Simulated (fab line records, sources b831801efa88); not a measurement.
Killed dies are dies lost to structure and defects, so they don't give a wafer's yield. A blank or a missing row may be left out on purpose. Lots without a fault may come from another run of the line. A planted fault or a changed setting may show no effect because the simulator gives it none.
Which tool did it? | flow sky130 | 12 lots, 36 wafers sampled, at 5 steps of a route of 708

WHAT THE GAUGES READ, wafer by wafer
SKY_GATE_OXIDE_TW_MEAS_14. Usual: GATE_OXIDE_TW 224.1, standard deviation 2.4.
lot  | measured     | on            | GATE_OXIDE_TW     | flag
L213 | day 13 21:34 | film_metro-01 | 223.9 224.2 223.7 |
L214 | day 14 06:16 | film_metro-02 | 224.3 226.7 225.2 |
L215 | day 14 16:37 | film_metro-01 | 224.0 224.5 225.5 |
L216 | day 15 00:19 | film_metro-03 | 220.9 222.1 221.6 |
L217 | day 15 13:20 | film_metro-02 | 226.5 226.2 225.8 |
L219 | day 16 04:50 | film_metro-03 | 223.3 224.1 222.5 |
L227 | day 19 06:17 | film_metro-03 | 221.6 222.3 222.4 |
L228 | day 19 19:22 | film_metro-03 | 222.3 223.1 221.8 |
L230 | day 20 00:51 | film_metro-03 | 222.9 220.9 222.5 |
L231 | day 20 10:00 | film_metro-03 | 222.5 220.5 222.0 |
L232 | day 20 19:47 | film_metro-02 | 227.4 228.1 226.9 |
L236 | day 21 22:16 | film_metro-03 | 221.3 222.3 221.7 |

SKY_POLY_GATE_CD_MEAS_13: target cd 150 nm. Usual: cd_nm 150.4 nm, standard deviation 1.3.
lot  | measured     | on        | cd_nm (nm)        | flag
L213 | day 16 10:41 | cd_sem-02 | 149.3 149.9 149.4 |
L214 | day 16 21:41 | cd_sem-02 | 152.4 152.7 151.0 |
L215 | day 17 05:53 | cd_sem-02 | 150.4 149.5 148.4 |
L216 | day 17 16:08 | cd_sem-01 | 149.4 148.6 149.6 |
L217 | day 18 06:57 | cd_sem-01 | 151.7 151.2 151.5 |
L219 | day 18 20:06 | cd_sem-01 | 150.0 150.6 149.0 |
L227 | day 22 01:23 | cd_sem-01 | 150.1 149.4 151.7 |
L228 | day 22 12:30 | cd_sem-02 | 149.0 151.0 149.9 |
L230 | day 22 18:56 | cd_sem-02 | 150.7 150.0 149.9 |
L231 | day 23 06:29 | cd_sem-02 | 151.7 151.9 151.1 |
L232 | day 23 12:03 | cd_sem-02 | 151.3 152.3 151.9 |
L236 | day 24 15:20 | cd_sem-01 | 151.3 152.1 151.4 |

SKY_LDD_LDN_TW_MEAS_13. Usual: LDD_LDN_TW 1487, standard deviation 12.
lot  | measured     | on            | LDD_LDN_TW     | flag
L213 | day 22 22:19 | film_metro-02 | 1496 1495 1502 |
L214 | day 23 10:11 | film_metro-01 | 1475 1467 1467 |
L215 | day 23 20:57 | film_metro-01 | 1472 1471 1476 |
L216 | day 24 05:48 | film_metro-04 | 1480 1484 1487 |
L217 | day 24 18:30 | film_metro-01 | 1480 1469 1475 |
L219 | day 25 07:41 | film_metro-04 | 1474 1478 1480 |
L227 | day 28 08:51 | film_metro-04 | 1489 1479 1480 |
L228 | day 28 18:40 | film_metro-01 | 1378 1366 1370 | OFF
L230 | day 29 00:33 | film_metro-02 | 1395 1389 1380 | OFF
L231 | day 29 11:22 | film_metro-04 | 1491 1485 1489 |
L232 | day 29 16:48 | film_metro-02 | 1392 1387 1384 | OFF
L236 | day 30 20:19 | film_metro-04 | 1488 1477 1478 |

WHICH TOOL RAN EACH LOT (tool, then ch and the chambers of the sampled wafers, then the start)
lot  | SKY_POLY_GATE_ETCH_17            | SKY_LDD_LDN_IMPLANT_10
L213 | rie_si-02 ch 0,2,3, day 16 11:01 | implanter-02 ch 0, day 22 21:55
L214 | rie_si-01 ch 2,3, day 16 22:01   | implanter-03 ch 0, day 23 09:46
L215 | rie_si-02 ch 0,1,3, day 17 06:13 | implanter-02 ch 0, day 23 20:33
L216 | rie_si-01 ch 0,3, day 17 16:28   | implanter-01 ch 0, day 24 05:24
L217 | rie_si-01 ch 0,1,2, day 18 07:13 | implanter-02 ch 0, day 24 18:08
L219 | rie_si-01 ch 0,2,3, day 18 20:25 | implanter-02 ch 0, day 25 07:18
L227 | rie_si-02 ch 0,2,3, day 22 01:45 | implanter-02 ch 0, day 28 08:27
L228 | rie_si-02 ch 1,3, day 22 12:49   | implanter-02 ch 0, day 28 18:17
L230 | rie_si-01 ch 0,3, day 22 19:16   | implanter-02 ch 0, day 29 00:09
L231 | rie_si-02 ch 1,2,3, day 23 06:49 | implanter-03 ch 0, day 29 10:58
L232 | rie_si-01 ch 0,1,3, day 23 12:21 | implanter-02 ch 0, day 29 16:26
L236 | rie_si-02 ch 0,2, day 24 15:40   | implanter-03 ch 0, day 30 19:55
- SKY_POLY_GATE_ETCH_17: etches poly-Si in HBr/Cl2, stops on SiO2, target depth 180 nm, time 70.5 s.
- SKY_LDD_LDN_IMPLANT_10

WHAT THE TOOLS THEMSELVES READ (means of the sampled wafers that have a number; where no wafer has one, the mark that the record gives instead)
SKY_POLY_GATE_ETCH_17. Usual: drypump_motor_current_A 5.6 A, standard deviation 0.41; oes_product_au 0.984 a.u., standard deviation 0.0095; throttle_valve_pct 33.684 %, standard deviation 0.0086.
lot  | tool      | drypump_motor_current_A (A) | oes_product_au (a.u.) | throttle_valve_pct (%) | flag
L213 | rie_si-02 | 5.7                         | 0.975                 | 33.689                 |
L214 | rie_si-01 | 5.1                         | 0.980                 | 33.683                 |
L215 | rie_si-02 | 5.7                         | 0.985                 | 33.684                 |
L216 | rie_si-01 | 5.2                         | 0.986                 | 33.683                 |
L217 | rie_si-01 | 5.6                         | 0.975                 | 33.684                 |
L219 | rie_si-01 | 5.2                         | 0.979                 | 33.692                 |
L227 | rie_si-02 | 5.7                         | 0.977                 | 33.690                 |
L228 | rie_si-02 | 5.5                         | 0.988                 | 33.678                 |
L230 | rie_si-01 | 5.2                         | 0.992                 | 33.684                 |
L231 | rie_si-02 | 5.7                         | 0.993                 | 33.683                 |
L232 | rie_si-01 | 5.5                         | 0.994                 | 33.680                 |
L236 | rie_si-02 | 6.0                         | 0.972                 | 33.698                 |

SKY_LDD_LDN_IMPLANT_10. Usual: dose_ions_cm2 1.2498e+13, standard deviation 1.6e+10; faraday_current_uA 70.6, standard deviation 1.4.
lot  | tool         | dose_ions_cm2 | faraday_current_uA | flag
L213 | implanter-02 | 1.2510e+13    | 70.2               |
L214 | implanter-03 | 1.2499e+13    | 70.4               |
L215 | implanter-02 | 1.2496e+13    | 69.2               |
L216 | implanter-01 | 1.2519e+13    | 70.6               |
L217 | implanter-02 | 1.2507e+13    | 70.6               |
L219 | implanter-02 | 1.2518e+13    | 68.7               |
L227 | implanter-02 | 1.2520e+13    | 71.6               |
L228 | implanter-02 | 1.3037e+12    | 7.5                | OFF
L230 | implanter-02 | 1.3010e+12    | 7.4                | OFF
L231 | implanter-03 | 1.2504e+13    | 71.7               |
L232 | implanter-02 | 1.3117e+12    | 7.4                | OFF
L236 | implanter-03 | 1.2485e+13    | 71.2               |

THE ANSWER, worked out from the rows above alone
Rule: a lot is off if the mean of its wafers that have a number lies more than 3 standard deviations from the usual mean. A lot without any number at a reading at which 4 lots or more have one is off too. The other lots that the step has rows for count as sound. The gauges are gone through in route order, then the tools' own readings, and for those a lot's mean is taken as printed above. The first step at which some lot is off is used, and at that step the reading that is off furthest; a lot without a number counts as furthest.
Off: L228, L230, L232, at SKY_LDD_LDN_TW_MEAS_13 (LDD_LDN_TW).
A tool fits if, at a process step before that reading, it ran every lot that is off, and no sound lot after the first of them. The gauges at SKY_LDD_LDN_TW_MEAS_13 aren't tried: what is off there is off at SKY_LDD_LDN_IMPLANT_10 too, on other tools, and a gauge's error can't cause that. One fits: implanter-02 at SKY_LDD_LDN_IMPLANT_10. Its last sound lot is L227 (day 28 08:27), its first lot that is off L228 (day 28 18:17): a fault that began between those two fits.
The tool's own readings at SKY_LDD_LDN_IMPLANT_10 bear it out: on the lots that are off they differ by more than 5 times the standard deviation of the sound lots' means. dose_ions_cm2 reads 1.3055e+12 there against 1.2506e+13 on the sound lots; faraday_current_uA reads 7.4 there against 70.5 on the sound lots.

WHAT THE SIMULATOR HAD PUT IN
Process parameter drift: implanter-02, from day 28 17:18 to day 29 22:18, at SKY_LDD_LDN_IMPLANT_10. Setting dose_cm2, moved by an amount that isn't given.
Lots struck among those shown: L228, L230, L232. The rule above found the same.
